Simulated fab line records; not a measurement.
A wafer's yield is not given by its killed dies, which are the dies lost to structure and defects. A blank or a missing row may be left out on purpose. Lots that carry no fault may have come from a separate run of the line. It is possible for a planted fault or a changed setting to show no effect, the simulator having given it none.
What tool caused it? || flow gf180mcu || 11 lots, 33 wafers sampled, at 6 steps of a route of 602

== WHAT EACH GAUGE READ, for each wafer ==
GF_POLY_GATE_CD_MEAS_10: the cd target is 280 nm.
{"lot": "L574", "measured": "day 9 00:15", "on": "cdSem-02", "cdNm (nm)": "279.4 280.1 280.6"}
{"lot": "L575", "measured": "day 9 07:17", "on": "cdSem-02", "cdNm (nm)": "278.2 279.2 278.6"}
{"lot": "L578", "measured": "day 10 06:20", "on": "cdSem-02", "cdNm (nm)": "279.2 280.7 281.9"}
{"lot": "L579", "measured": "day 10 09:47", "on": "cdSem-02", "cdNm (nm)": "280.1 280.1 279.9"}
{"lot": "L584", "measured": "day 12 15:44", "on": "cdSem-01", "cdNm (nm)": "279.4 281.6 280.9"}
{"lot": "L586", "measured": "day 13 07:15", "on": "cdSem-02", "cdNm (nm)": "281.4 279.2 279.4"}
{"lot": "L594", "measured": "day 15 01:20", "on": "cdSem-02", "cdNm (nm)": "281.0 281.8 281.1"}
{"lot": "L593", "measured": "day 15 06:05", "on": "cdSem-02", "cdNm (nm)": "280.0 280.2 280.9"}
{"lot": "L595", "measured": "day 15 12:22", "on": "cdSem-02", "cdNm (nm)": "279.5 279.1 278.2"}
{"lot": "L596", "measured": "day 15 18:06", "on": "cdSem-02", "cdNm (nm)": "279.3 280.7 280.3"}
{"lot": "L597", "measured": "day 16 00:10", "on": "cdSem-02", "cdNm (nm)": "279.8 278.5 280.0"}

GF_PSD_RS_MEAS_14: a four-point-probe measurement.
{"lot": "L574", "measured": "day 13 20:54", "on": "filmMetro-01", "NSD_RS (ohm/sq)": "46.02 45.94 46.07"}
{"lot": "L575", "measured": "day 14 05:20", "on": "filmMetro-04", "NSD_RS (ohm/sq)": "45.95 46.00 45.90"}
{"lot": "L578", "measured": "day 15 11:29", "on": "filmMetro-01", "NSD_RS (ohm/sq)": "45.97 46.08 46.09"}
{"lot": "L579", "measured": "day 15 13:39", "on": "filmMetro-01", "NSD_RS (ohm/sq)": "45.88 45.97 46.00"}
{"lot": "L584", "measured": "day 18 11:47", "on": "filmMetro-01", "NSD_RS (ohm/sq)": "47.61 47.71 47.66"}
{"lot": "L586", "measured": "day 19 03:23", "on": "filmMetro-03", "NSD_RS (ohm/sq)": "47.71 47.70 47.64"}
{"lot": "L594", "measured": "day 21 01:11", "on": "filmMetro-03", "NSD_RS (ohm/sq)": "46.02 45.92 46.04"}
{"lot": "L593", "measured": "day 21 08:16", "on": "filmMetro-01", "NSD_RS (ohm/sq)": "45.98 45.96 45.92"}
{"lot": "L595", "measured": "day 21 16:23", "on": "filmMetro-04", "NSD_RS (ohm/sq)": "45.88 46.00 45.84"}
{"lot": "L596", "measured": "day 21 22:19", "on": "filmMetro-01", "NSD_RS (ohm/sq)": "46.13 45.93 46.03"}
{"lot": "L597", "measured": "day 22 04:25", "on": "filmMetro-04", "NSD_RS (ohm/sq)": "45.96 45.96 45.99"}

== TOOL THAT RAN EACH LOT (tool first, then ch and the chambers of the sampled wafers, then the start) ==
{"lot": "L574", "GF_POLY_GATE_ETCH_13": "rieSi-01 ch 1,2,3, day 9 00:26", "GF_HV_LDD_STRIP_37": "plasmaAsher-01 ch 0,1, day 11 08:04", "GF_NSD_IMPLANT_10": "implanter-01 ch 0, day 13 00:58", "GF_NSD_STRIP_11": "plasmaAsher-01 ch 0,1, day 13 01:05"}
{"lot": "L575", "GF_POLY_GATE_ETCH_13": "rieSi-01 ch 0,1,3, day 9 07:29", "GF_HV_LDD_STRIP_37": "plasmaAsher-01 ch 0,1, day 11 15:46", "GF_NSD_IMPLANT_10": "implanter-04 ch 0, day 13 08:40", "GF_NSD_STRIP_11": "plasmaAsher-01 ch 0,1, day 13 08:49"}
{"lot": "L578", "GF_POLY_GATE_ETCH_13": "rieSi-01 ch 1,2,3, day 10 06:33", "GF_HV_LDD_STRIP_37": "plasmaAsher-01 ch 0,1, day 12 17:20", "GF_NSD_IMPLANT_10": "implanter-03 ch 0, day 14 13:50", "GF_NSD_STRIP_11": "plasmaAsher-02 ch 0,1, day 14 13:59"}
{"lot": "L579", "GF_POLY_GATE_ETCH_13": "rieSi-01 ch 0,1,2, day 10 09:57", "GF_HV_LDD_STRIP_37": "plasmaAsher-01 ch 0,1, day 12 21:07", "GF_NSD_IMPLANT_10": "implanter-04 ch 0, day 14 16:32", "GF_NSD_STRIP_11": "plasmaAsher-01 ch 0,1, day 14 16:40"}
{"lot": "L584", "GF_POLY_GATE_ETCH_13": "rieSi-02 ch 0,2,3, day 12 15:56", "GF_HV_LDD_STRIP_37": "plasmaAsher-02 ch 0,1, day 15 11:02", "GF_NSD_IMPLANT_10": "implanter-03 ch 0, day 17 11:35", "GF_NSD_STRIP_11": "plasmaAsher-01 ch 0,1, day 17 11:44"}
{"lot": "L586", "GF_POLY_GATE_ETCH_13": "rieSi-02 ch 1,2,3, day 13 07:26", "GF_HV_LDD_STRIP_37": "plasmaAsher-04 ch 0,1, day 16 02:04", "GF_NSD_IMPLANT_10": "implanter-03 ch 0, day 18 03:15", "GF_NSD_STRIP_11": "plasmaAsher-03 ch 0,1, day 18 03:22"}
{"lot": "L594", "GF_POLY_GATE_ETCH_13": "rieSi-02 ch 0,3, day 15 01:32", "GF_HV_LDD_STRIP_37": "plasmaAsher-02 ch 0,1, day 17 22:37", "GF_NSD_IMPLANT_10": "implanter-01 ch 0, day 20 00:43", "GF_NSD_STRIP_11": "plasmaAsher-02 ch 0,1, day 20 00:52"}
{"lot": "L593", "GF_POLY_GATE_ETCH_13": "rieSi-02 ch 0,1,3, day 15 06:17", "GF_HV_LDD_STRIP_37": "plasmaAsher-01 ch 0,1, day 18 04:28", "GF_NSD_IMPLANT_10": "implanter-04 ch 0, day 20 07:28", "GF_NSD_STRIP_11": "plasmaAsher-01 ch 0,1, day 20 07:37"}
{"lot": "L595", "GF_POLY_GATE_ETCH_13": "rieSi-01 ch 0,3, day 15 12:34", "GF_HV_LDD_STRIP_37": "plasmaAsher-04 ch 1, day 18 11:59", "GF_NSD_IMPLANT_10": "implanter-01 ch 0, day 20 16:02", "GF_NSD_STRIP_11": "plasmaAsher-03 ch 0,1, day 20 16:11"}
{"lot": "L596", "GF_POLY_GATE_ETCH_13": "rieSi-01 ch 1,2,3, day 15 18:17", "GF_HV_LDD_STRIP_37": "plasmaAsher-02 ch 0,1, day 18 17:16", "GF_NSD_IMPLANT_10": "implanter-04 ch 0, day 20 21:26", "GF_NSD_STRIP_11": "plasmaAsher-03 ch 0,1, day 20 21:33"}
{"lot": "L597", "GF_POLY_GATE_ETCH_13": "rieSi-02 ch 0,3, day 16 00:20", "GF_HV_LDD_STRIP_37": "plasmaAsher-04 ch 0,1, day 19 01:33", "GF_NSD_IMPLANT_10": "implanter-01 ch 0, day 21 04:53", "GF_NSD_STRIP_11": "plasmaAsher-02 ch 0,1, day 21 05:01"}
- GF_POLY_GATE_ETCH_13: etches poly-Si in HBr/Cl2, stops on SiO2, target depth 198.5 nm, time 69.6 s.
- GF_HV_LDD_STRIP_37: strips in O2/N2.
- GF_NSD_IMPLANT_10
- GF_NSD_STRIP_11: strips in O2/N2.

== WHAT THE TOOLS THEMSELVES READ (means of the sampled wafers that have a number; where no wafer has one, the mark that the record gives instead) ==
GF_POLY_GATE_ETCH_13.
{"lot": "L574", "tool": "rieSi-01", "drypumpMotorCurrentA (A)": 5.6, "oesProductAu (a.u.)": 0.999, "rfFwdPowerW (W)": 396.6, "throttleValvePct (%)": 33.687}
{"lot": "L575", "tool": "rieSi-01", "drypumpMotorCurrentA (A)": 6.0, "oesProductAu (a.u.)": 0.998, "rfFwdPowerW (W)": 396.3, "throttleValvePct (%)": 33.684}
{"lot": "L578", "tool": "rieSi-01", "drypumpMotorCurrentA (A)": 5.6, "oesProductAu (a.u.)": 1.001, "rfFwdPowerW (W)": 396.8, "throttleValvePct (%)": 33.686}
{"lot": "L579", "tool": "rieSi-01", "drypumpMotorCurrentA (A)": 5.9, "oesProductAu (a.u.)": 0.993, "rfFwdPowerW (W)": 397.1, "throttleValvePct (%)": 33.690}
{"lot": "L584", "tool": "rieSi-02", "drypumpMotorCurrentA (A)": 5.3, "oesProductAu (a.u.)": 0.991, "rfFwdPowerW (W)": 396.0, "throttleValvePct (%)": 33.693}
{"lot": "L586", "tool": "rieSi-02", "drypumpMotorCurrentA (A)": 5.3, "oesProductAu (a.u.)": 0.985, "rfFwdPowerW (W)": 396.3, "throttleValvePct (%)": 33.686}
{"lot": "L594", "tool": "rieSi-02", "drypumpMotorCurrentA (A)": 5.0, "oesProductAu (a.u.)": 0.988, "rfFwdPowerW (W)": 393.5, "throttleValvePct (%)": 33.677}
{"lot": "L593", "tool": "rieSi-02", "drypumpMotorCurrentA (A)": 5.1, "oesProductAu (a.u.)": 0.989, "rfFwdPowerW (W)": 395.5, "throttleValvePct (%)": 33.678}
{"lot": "L595", "tool": "rieSi-01", "drypumpMotorCurrentA (A)": 6.0, "oesProductAu (a.u.)": 1.001, "rfFwdPowerW (W)": 394.8, "throttleValvePct (%)": 33.685}
{"lot": "L596", "tool": "rieSi-01", "drypumpMotorCurrentA (A)": 5.6, "oesProductAu (a.u.)": 0.992, "rfFwdPowerW (W)": 397.3, "throttleValvePct (%)": 33.688}
{"lot": "L597", "tool": "rieSi-02", "drypumpMotorCurrentA (A)": 5.1, "oesProductAu (a.u.)": 0.995, "rfFwdPowerW (W)": 394.3, "throttleValvePct (%)": 33.689}

GF_HV_LDD_STRIP_37.
{"lot": "L574", "tool": "plasmaAsher-01", "drypumpMotorCurrentA (A)": 5.48, "heaterPowerW (W)": 355, "oesProductAu (a.u.)": 0.713, "stripTimeToEndpointS (s)": 12.64}
{"lot": "L575", "tool": "plasmaAsher-01", "drypumpMotorCurrentA (A)": 5.50, "heaterPowerW (W)": 353, "oesProductAu (a.u.)": 0.719, "stripTimeToEndpointS (s)": 12.60}
{"lot": "L578", "tool": "plasmaAsher-01", "drypumpMotorCurrentA (A)": 5.48, "heaterPowerW (W)": 358, "oesProductAu (a.u.)": 0.720, "stripTimeToEndpointS (s)": 12.65}
{"lot": "L579", "tool": "plasmaAsher-01", "drypumpMotorCurrentA (A)": 5.50, "heaterPowerW (W)": 356, "oesProductAu (a.u.)": 0.719, "stripTimeToEndpointS (s)": 12.64}
{"lot": "L584", "tool": "plasmaAsher-02", "drypumpMotorCurrentA (A)": 5.59, "heaterPowerW (W)": 343, "oesProductAu (a.u.)": 0.717, "stripTimeToEndpointS (s)": 12.68}
{"lot": "L586", "tool": "plasmaAsher-04", "drypumpMotorCurrentA (A)": 5.55, "heaterPowerW (W)": 321, "oesProductAu (a.u.)": 0.716, "stripTimeToEndpointS (s)": 12.62}
{"lot": "L594", "tool": "plasmaAsher-02", "drypumpMotorCurrentA (A)": 5.59, "heaterPowerW (W)": 348, "oesProductAu (a.u.)": 0.715, "stripTimeToEndpointS (s)": 12.58}
{"lot": "L593", "tool": "plasmaAsher-01", "drypumpMotorCurrentA (A)": 5.46, "heaterPowerW (W)": 354, "oesProductAu (a.u.)": 0.714, "stripTimeToEndpointS (s)": 12.64}
{"lot": "L595", "tool": "plasmaAsher-04", "drypumpMotorCurrentA (A)": 5.70, "heaterPowerW (W)": 322, "oesProductAu (a.u.)": 0.713, "stripTimeToEndpointS (s)": 12.58}
{"lot": "L596", "tool": "plasmaAsher-02", "drypumpMotorCurrentA (A)": 5.57, "heaterPowerW (W)": 351, "oesProductAu (a.u.)": 0.719, "stripTimeToEndpointS (s)": 12.59}
{"lot": "L597", "tool": "plasmaAsher-04", "drypumpMotorCurrentA (A)": 5.55, "heaterPowerW (W)": 327, "oesProductAu (a.u.)": 0.718, "stripTimeToEndpointS (s)": 12.61}

GF_NSD_IMPLANT_10.
{"lot": "L574", "tool": "implanter-01", "doseIonsCm2": 5e+14, "faradayCurrentUA": 2805}
{"lot": "L575", "tool": "implanter-04", "doseIonsCm2": 5e+14, "faradayCurrentUA": 2761}
{"lot": "L578", "tool": "implanter-03", "doseIonsCm2": 5e+14, "faradayCurrentUA": 2790}
{"lot": "L579", "tool": "implanter-04", "doseIonsCm2": 5e+14, "faradayCurrentUA": 2804}
{"lot": "L584", "tool": "implanter-03", "doseIonsCm2": 4e+14, "faradayCurrentUA": 2004}
{"lot": "L586", "tool": "implanter-03", "doseIonsCm2": 4e+14, "faradayCurrentUA": 2027}
{"lot": "L594", "tool": "implanter-01", "doseIonsCm2": 5e+14, "faradayCurrentUA": 2826}
{"lot": "L593", "tool": "implanter-04", "doseIonsCm2": 5e+14, "faradayCurrentUA": 2755}
{"lot": "L595", "tool": "implanter-01", "doseIonsCm2": 5e+14, "faradayCurrentUA": 2771}
{"lot": "L596", "tool": "implanter-04", "doseIonsCm2": 5e+14, "faradayCurrentUA": 2813}
{"lot": "L597", "tool": "implanter-01", "doseIonsCm2": 5e+14, "faradayCurrentUA": 2822}

GF_NSD_STRIP_11.
{"lot": "L574", "tool": "plasmaAsher-01", "drypumpMotorCurrentA (A)": 5.5, "heaterPowerW (W)": 351, "oesProductAu (a.u.)": 0.484, "stripTimeToEndpointS (s)": 22.94}
{"lot": "L575", "tool": "plasmaAsher-01", "drypumpMotorCurrentA (A)": 5.5, "heaterPowerW (W)": 350, "oesProductAu (a.u.)": 0.485, "stripTimeToEndpointS (s)": 22.96}
{"lot": "L578", "tool": "plasmaAsher-02", "drypumpMotorCurrentA (A)": 5.6, "heaterPowerW (W)": 342, "oesProductAu (a.u.)": 0.485, "stripTimeToEndpointS (s)": 22.94}
{"lot": "L579", "tool": "plasmaAsher-01", "drypumpMotorCurrentA (A)": 5.5, "heaterPowerW (W)": 331, "oesProductAu (a.u.)": 0.480, "stripTimeToEndpointS (s)": 22.99}
{"lot": "L584", "tool": "plasmaAsher-01", "drypumpMotorCurrentA (A)": 5.5, "heaterPowerW (W)": 334, "oesProductAu (a.u.)": 0.487, "stripTimeToEndpointS (s)": 22.87}
{"lot": "L586", "tool": "plasmaAsher-03", "drypumpMotorCurrentA (A)": 6.2, "heaterPowerW (W)": 301, "oesProductAu (a.u.)": 0.493, "stripTimeToEndpointS (s)": 22.86}
{"lot": "L594", "tool": "plasmaAsher-02", "drypumpMotorCurrentA (A)": 5.6, "heaterPowerW (W)": 345, "oesProductAu (a.u.)": 0.489, "stripTimeToEndpointS (s)": 22.99}
{"lot": "L593", "tool": "plasmaAsher-01", "drypumpMotorCurrentA (A)": 5.5, "heaterPowerW (W)": 352, "oesProductAu (a.u.)": 0.484, "stripTimeToEndpointS (s)": 22.95}
{"lot": "L595", "tool": "plasmaAsher-03", "drypumpMotorCurrentA (A)": 5.9, "heaterPowerW (W)": 294, "oesProductAu (a.u.)": 0.484, "stripTimeToEndpointS (s)": 22.99}
{"lot": "L596", "tool": "plasmaAsher-03", "drypumpMotorCurrentA (A)": 6.2, "heaterPowerW (W)": 300, "oesProductAu (a.u.)": 0.491, "stripTimeToEndpointS (s)": 23.02}
{"lot": "L597", "tool": "plasmaAsher-02", "drypumpMotorCurrentA (A)": 5.6, "heaterPowerW (W)": 343, "oesProductAu (a.u.)": 0.487, "stripTimeToEndpointS (s)": 23.01}

== THE ANSWER, worked out from the rows above alone ==
Rule: what is usual is taken from the lots themselves. Put in order of their means at a reading, lots are off if they are a third of the lots or fewer, leave a main group of 4 or more, and stand apart from it by a gap of 3 or more times the standard deviation of the main group's means; of several such gaps the widest counts. If all means in a main group match to the digits the tables above print for the reading, that group is not used. A lot without any number at a reading at which 4 lots or more have one is off too. The other lots that the step has rows for count as sound. Order of review: gauges by route order, followed by the tools' own readings, for which a lot's mean as printed above is used. The first step at which some lot is off is used, and at that step the reading that is off furthest; a lot without a number counts as furthest.
Off: at GF_PSD_RS_MEAS_14 (NSD_RS), L584, L586. The main group has a mean of 45.98 ohm/sq with a standard deviation of 0.042.
If a tool, at a process step before that reading, ran all the lots that are off and no sound lot after the first of them, it fits. The gauges at GF_PSD_RS_MEAS_14 aren't tried: what is off there is off at GF_NSD_IMPLANT_10 too, on other tools, and a gauge's error can't cause that. One candidate fits, namely implanter-03 at GF_NSD_IMPLANT_10. Its last sound lot is L578 (day 14 13:50), its first lot that is off L584 (day 17 11:35): a fault that began between those two fits.
The tool's own readings at GF_NSD_IMPLANT_10 bear it out: on the lots that are off they differ by more than 5 times the standard deviation of the sound lots' means. doseIonsCm2 reads 4e+14 there against 5e+14 on the sound lots; faradayCurrentUA reads 2016 there against 2794 on the sound lots.

== WHAT THE SIMULATOR HAD PUT IN ==
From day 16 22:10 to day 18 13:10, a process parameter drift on implanter-03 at GF_NSD_IMPLANT_10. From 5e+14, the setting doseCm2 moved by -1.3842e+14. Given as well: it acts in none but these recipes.
Lots struck among those shown: L584, L586. The rule above reached the same finding.
